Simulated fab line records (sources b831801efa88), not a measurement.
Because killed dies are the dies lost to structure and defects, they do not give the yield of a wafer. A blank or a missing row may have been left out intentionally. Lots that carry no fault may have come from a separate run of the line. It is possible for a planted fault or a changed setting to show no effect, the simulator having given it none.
Problem report, 8D (eight disciplines) form, completed by code :: flow gf180mcu :: the parts of the form that need people (team, actions taken, sign-off) are left out

## 1. THE ISSUE
chamberPressurePa at GF_TOP_METAL_SPUTTER_04 reads a mean of 0.4890 Pa on 1 wafer of 1 lot; wafers without a fault read 0.3999 Pa with a standard deviation of 0.00078. That is +99 or more standard deviations from the usual mean.
The step: material TiN, target thk 25 nm, time 20.8 s.
Seen first at day 33 01:07 on pvdSputter-04, wafer L861.1. The record has a number at this step for 15 wafers belonging to 5 lots. The rule behind "out" and "out of limits": a value lying over 4 standard deviations away from the usual mean. Any other wafer with a number is counted as sound.

## 2. WHAT THIS IS AND IS NOT
question: which readings at this step
is: chamberPressurePa
is not: cathodeDcPowerW, throttleValvePct

question: which lots
is: L861
is not: L842, L843, L855, L864

question: which wafers of those lots
is: L861.1
is not: L861.2, L861.3

question: read on which tools
is: pvdSputter-04
is not: pvdSputter-01, pvdSputter-02

question: when
is: from day 33 01:07
is not: up to then (11 sound wafers); but 3 sound wafers of L864 came after

## 3. SUSPECTS, AND WHAT RULES EACH OUT
Counting: any tool at a process step up to the reading remains a suspect provided it ran every lot that is out. Sound lots after the first of them don't rule it out here, since some wafers of a struck lot are sound.
- pvdSputter-03 at GF_V5_SPUTTER_22 (material TiN, target thk 10 nm, time 40 s): kept. It ran the lot that is out, L861 (day 33 00:17).
- cvdW-01 at GF_V5_CVD_23 (deposits W, target thk 350 nm, time 104.9 s): kept. It ran the lot that is out, L861 (day 33 00:19); its last sound lot up to then is L842 (day 27 18:37).
- pvdSputter-04 at GF_TOP_METAL_SPUTTER_00 (material Ti, target thk 37.5 nm, time 150 s): kept. It ran the lot that is out, L861 (day 33 00:55); its last sound lot up to then is L843 (day 27 19:52).
- pvdSputter-04 at GF_TOP_METAL_SPUTTER_01 (material TiN, target thk 30 nm, time 25 s): kept. It ran the lot that is out, L861 (day 33 01:01); its last sound lot up to then is L843 (day 27 19:58).
- pvdSputter-04 at GF_TOP_METAL_SPUTTER_03 (material Ti, target thk 5 nm, time 3.3 s): kept. It ran the lot that is out, L861 (day 33 01:05); its last sound lot up to then is L843 (day 27 20:02).
- pvdSputter-04 at GF_TOP_METAL_SPUTTER_04 (material TiN, target thk 25 nm, time 20.8 s): kept. It ran the lot that is out, L861 (day 33 01:07); its last sound lot up to then is L843 (day 27 20:04). Its own readings are out on those wafers: chamberPressurePa.
Left after counting: pvdSputter-03 at GF_V5_SPUTTER_22, cvdW-01 at GF_V5_CVD_23, pvdSputter-04 at GF_TOP_METAL_SPUTTER_00, pvdSputter-04 at GF_TOP_METAL_SPUTTER_01, pvdSputter-04 at GF_TOP_METAL_SPUTTER_03, pvdSputter-04 at GF_TOP_METAL_SPUTTER_04.

## 4. THE CAUSE (what the simulator had put in)
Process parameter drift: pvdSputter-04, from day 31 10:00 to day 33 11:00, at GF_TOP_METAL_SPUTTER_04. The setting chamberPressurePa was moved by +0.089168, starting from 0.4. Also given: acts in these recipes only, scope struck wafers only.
Of the 6 suspects that counting leaves, this tool is one.

## 5. SEQUENCE OF EFFECTS, ordered by route
One row per reading whose mean, taken over the struck wafers that have a number, lies over 3 standard deviations from the usual. Scope: only readings with a usual standard deviation given in the record; hours: median across lots of the time from each lot's start at the first step in this table that gives one to its start at this step; sigmas: change in usual standard deviations.
hours: 0
step: GF_TOP_METAL_SPUTTER_04
reading: chamberPressurePa
usual: 0.3999 Pa
on struck wafers: 0.4890
change: +0.0891
sigmas: +99 or more
Process steps it contains:
- GF_TOP_METAL_SPUTTER_04: material TiN, target thk 25 nm, time 20.8 s.
Later measuring or inspecting steps at which every struck wafer that the step has a row for has a number for every such reading, and none has moved that far: GF_TOP_METAL_RS_MEAS_05, GF_TOP_METAL_THK_MEAS_06, GF_TOP_METAL_CD_MEAS_14, GF_TOP_METAL_OVL_MEAS_15.

## 6. HOW IT WOULD HAVE BEEN CAUGHT EARLIER
In this record no reading fell out of limits until day 33 01:07, 39 hours after the fault had begun at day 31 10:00.
